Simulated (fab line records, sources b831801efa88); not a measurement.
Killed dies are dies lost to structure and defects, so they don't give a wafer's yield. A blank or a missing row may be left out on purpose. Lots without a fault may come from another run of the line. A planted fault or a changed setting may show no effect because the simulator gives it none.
Which tool did it? | flow gf180mcu | 6 lots, 18 wafers sampled, at 4 steps of a route of 602

WHAT THE GAUGES READ, wafer by wafer
GF_V5_THK_MEAS_03.
lot  | measured     | on            | V5_CVD_02_THK (nm)
L812 | day 27 04:55 | film_metro-02 | 1453 1432 1461
L818 | day 28 22:05 | film_metro-03 | 1065 1056 1079
L825 | day 30 21:58 | film_metro-01 | 1422 1496 1450
L827 | day 31 13:20 | film_metro-02 | 1430 1456 1433
L829 | day 31 23:44 | film_metro-03 | 1418 1459 1434
L831 | day 32 15:22 | film_metro-02 | 1444 1430 1447

WHICH TOOL RAN EACH LOT (tool, then ch and the chambers of the sampled wafers, then the start)
lot  | GF_MIM_SPUTTER_01            | GF_M5_METAL_ETCH_10               | GF_V5_CVD_02
L812 | pvd_sputter-03, day 25 09:51 | rie_metal-04 ch 0,1, day 27 04:02 | pecvd-04 ch 0,2, day 27 04:48
L818 | pvd_sputter-04, day 27 05:10 | rie_metal-03 ch 0,1, day 28 21:14 | pecvd-04 ch 0,1, day 28 21:57
L825 | pvd_sputter-03, day 29 06:22 | rie_metal-02 ch 0,1, day 30 21:05 | pecvd-02 ch 0,1, day 30 21:51
L827 | pvd_sputter-04, day 30 00:23 | rie_metal-02 ch 1, day 31 12:20   | pecvd-03 ch 0,1, day 31 13:14
L829 | pvd_sputter-01, day 30 10:20 | rie_metal-04 ch 0,1, day 31 22:52 | pecvd-03 ch 0,1,2, day 31 23:38
L831 | pvd_sputter-01, day 31 03:16 | rie_metal-03 ch 0,1, day 32 14:23 | pecvd-03 ch 0,2, day 32 15:14
- GF_MIM_SPUTTER_01: material TiN, target thk 30 nm, time 25 s.
- GF_M5_METAL_ETCH_10: etches the open film in Cl2/BCl3, stops on SiO2, target depth 750.8 nm, time 125.1 s.
- GF_V5_CVD_02: deposits SiO2 from TEOS, target thk 1450 nm, time 163.28 s.

THE ANSWER, worked out from the rows above alone
Rule: what is usual is taken from the lots themselves. Put in order of their means at a reading, lots are off if they are a third of the lots or fewer, leave a main group of 4 or more, and stand apart from it by a gap of 3 or more times the standard deviation of the main group's means; of several such gaps the widest counts. A main group whose means are all the same, to the digits that the tables above print for the reading, isn't used. A lot without any number at a reading at which 4 lots or more have one is off too. The other lots that the step has rows for count as sound.
Off: L818, at GF_V5_THK_MEAS_03 (V5_CVD_02_THK). The main group: mean 1444 nm, standard deviation 7.
A tool fits if, at a process step before that reading, it ran every lot that is off, and no sound lot after the first of them. The gauges at GF_V5_THK_MEAS_03 are tried like those tools. One fits: pecvd-04 at GF_V5_CVD_02. Its last sound lot is L812 (day 27 04:48), its first lot that is off L818 (day 28 21:57): a fault that began between those two fits.

WHAT THE SIMULATOR HAD PUT IN
Process parameter drift: pecvd-04, from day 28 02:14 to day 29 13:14, at GF_V5_CVD_02. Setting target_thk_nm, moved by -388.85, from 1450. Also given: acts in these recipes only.
Lots struck among those shown: L818. The rule above found the same.
